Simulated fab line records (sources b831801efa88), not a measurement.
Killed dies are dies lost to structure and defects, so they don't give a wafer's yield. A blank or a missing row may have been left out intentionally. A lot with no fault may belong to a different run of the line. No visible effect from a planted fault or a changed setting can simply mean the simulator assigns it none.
Struck lot and sound lot, side by side    flow sky130    40 steps out of a route of 708
Sound: the wafers L697.2, L697.4, L697.6. Struck: wafers L704.1, L704.5, L704.6. Last of all comes the cause.
For every step that has rows: the tool of each side, followed by ch and its chambers, followed by its first start. Under that, the readings that differ: sound wafers    struck wafers    difference of the means    sigmas: that difference in standard deviations of wafers without a fault.
alike: a reading whose means differ by less than 2 such deviations, as well as words and numbers matching on both sides. not compared: withheld readings; readings where some wafer has no value; bounds like >300 that might hide an equal value; numbers whose values overlap and for which the record gives no deviation.
A row with sigmas, a row that says differs or no value, or rows on one side alone: a step with any of these is where the two part. Non-overlapping numbers with no deviation appear without sigmas and do not part them. Lack of a reading on every wafer of one side parts them only where that side has two or more wafers.

first, 8 steps without rows for these wafers: SKY_METAL5_HMDS_08 (prime time 60 s); SKY_METAL5_COAT_09 (resist thk 1800 nm); SKY_METAL5_SOFTBAKE_10 (time 60 s); SKY_METAL5_EXPOSE_11 (exposes mask MM5, target cd 1600 nm); SKY_METAL5_PEB_12; SKY_METAL5_DEVELOP_13 (develop time 60 s); SKY_METAL5_DESCUM_14 (chemistry O2, time 11 s); SKY_METAL5_METAL_ETCH_15 (etches the open film in Cl2/BCl3, stops on SiO2, target depth 1260 nm, time 239.8 s).
SKY_METAL5_STRIP_16: strips in O2/N2.
  sound on plasmaAsher-01 ch 1, day 43 14:02; struck on plasmaAsher-02 ch 0,1, day 46 06:08
  alike: drypumpMotorCurrentA, o2FlowSccm, oesProductAu, stripTimeToEndpointS
  not compared: rfHoursCounterH
then, 3 steps without rows for these wafers: SKY_METAL5_STRIP_17 (strips in post etch residue remover, time 1200 s); SKY_METAL5_CLEAN_18 (cleans in IPA, time 180 s); SKY_METAL5_CLEAN_19 (cleans in O3/DIW).
SKY_PASSIVATION_CVD_00: deposits SiO2, target thk 90 nm.
  sound on pecvd-03 ch 0,1, day 43 14:40; struck on pecvd-02 ch 0,1, day 46 06:47
  alike: heaterPowerW
SKY_PASSIVATION_THK_MEAS_01:
  sound on filmMetro-03 at day 43 14:42; struck on filmMetro-02 at day 46 06:49
  alike: PASSIVATION_CVD_00_THK
SKY_PASSIVATION_CVD_02: deposits Si3N4, target thk 540 nm.
  sound on pecvd-04 ch 0,2, day 43 14:45; struck on pecvd-04 ch 0,1,2, day 46 06:52
  alike: heaterPowerW
SKY_PASSIVATION_THK_MEAS_03:
  sound on filmMetro-01 at day 43 15:06; struck on filmMetro-03 at day 46 07:06
  alike: PASSIVATION_CVD_02_THK
then, 7 steps without rows for these wafers: SKY_PASSIVATION_DEHYDRATE_04 (time 60 s); SKY_PASSIVATION_HMDS_05 (prime time 60 s); SKY_PASSIVATION_COAT_06 (resist thk 3000 nm); SKY_PASSIVATION_SOFTBAKE_07; SKY_PASSIVATION_EXPOSE_08 (exposes mask NSM, target cd 3000 nm); SKY_PASSIVATION_PEB_09; SKY_PASSIVATION_DEVELOP_10 (develop time 60 s).
SKY_PASSIVATION_ETCH_11: etches the open film in CF4/O2, stops on AlCu, target depth 725 nm, time 161.1 s.
  sound on rieDiel-01 ch 2,3, day 44 13:02; struck on rieDiel-03 ch 0,2,3, day 47 03:01
  alike: drypumpMotorCurrentA, oesProductAu, throttleValvePct
  not compared: rfHoursCounterH
SKY_PASSIVATION_STRIP_12: strips in O2/N2.
  sound on plasmaAsher-03 ch 0,1, day 44 13:08; struck on plasmaAsher-01 ch 0,1, day 47 03:07
  alike: drypumpMotorCurrentA, o2FlowSccm, oesProductAu, stripTimeToEndpointS
  not compared: rfHoursCounterH
then, 7 steps without rows for these wafers: SKY_PAD_OPEN_DEHYDRATE_00 (time 60 s); SKY_PAD_OPEN_HMDS_01 (prime time 60 s); SKY_PAD_OPEN_COAT_02 (resist thk 3000 nm); SKY_PAD_OPEN_SOFTBAKE_03; SKY_PAD_OPEN_EXPOSE_04 (exposes mask PDM, target cd 60000 nm); SKY_PAD_OPEN_PEB_05; SKY_PAD_OPEN_DEVELOP_06 (develop time 60 s).
SKY_PAD_OPEN_ETCH_07: etches the open film in CF4/O2, stops on AlCu, target depth 725 nm, time 161.1 s.
  sound on rieDiel-03 ch 0,1, day 45 10:07; struck on rieDiel-03 ch 0,2,3, day 47 18:11
  alike: drypumpMotorCurrentA, oesProductAu, throttleValvePct
  not compared: rfHoursCounterH
then, 5 steps without rows for these wafers: SKY_PAD_OPEN_STRIP_08 (strips in O2/N2); SKY_PAD_OPEN_STRIP_09 (strips in post etch residue remover, time 1200 s); SKY_PAD_OPEN_CLEAN_10 (cleans in IPA, time 180 s); SKY_PAD_OPEN_CLEAN_11 (cleans in O3/DIW); SKY_PAD_OPEN_ANNEAL_12.
SKY_PAD_OPEN_BOW_MEAS_13:
  sound on filmMetro-02 at day 45 12:20; struck on filmMetro-04 at day 47 20:24
reading            sound     struck    difference  sigmas
PAD_OPEN_BOW (um)  52 48 54  36 20 34  -21         -2
SKY_PAD_OPEN_PROBE_99:
  the record has rows for the struck wafers here (prober-02, day 47 20:31) and none for the sound ones

== WHERE THEY PART ==
Last at SKY_PAD_OPEN_PROBE_99 as far as this record goes, first at SKY_PAD_OPEN_BOW_MEAS_13.

WHY: whatever the simulator had introduced
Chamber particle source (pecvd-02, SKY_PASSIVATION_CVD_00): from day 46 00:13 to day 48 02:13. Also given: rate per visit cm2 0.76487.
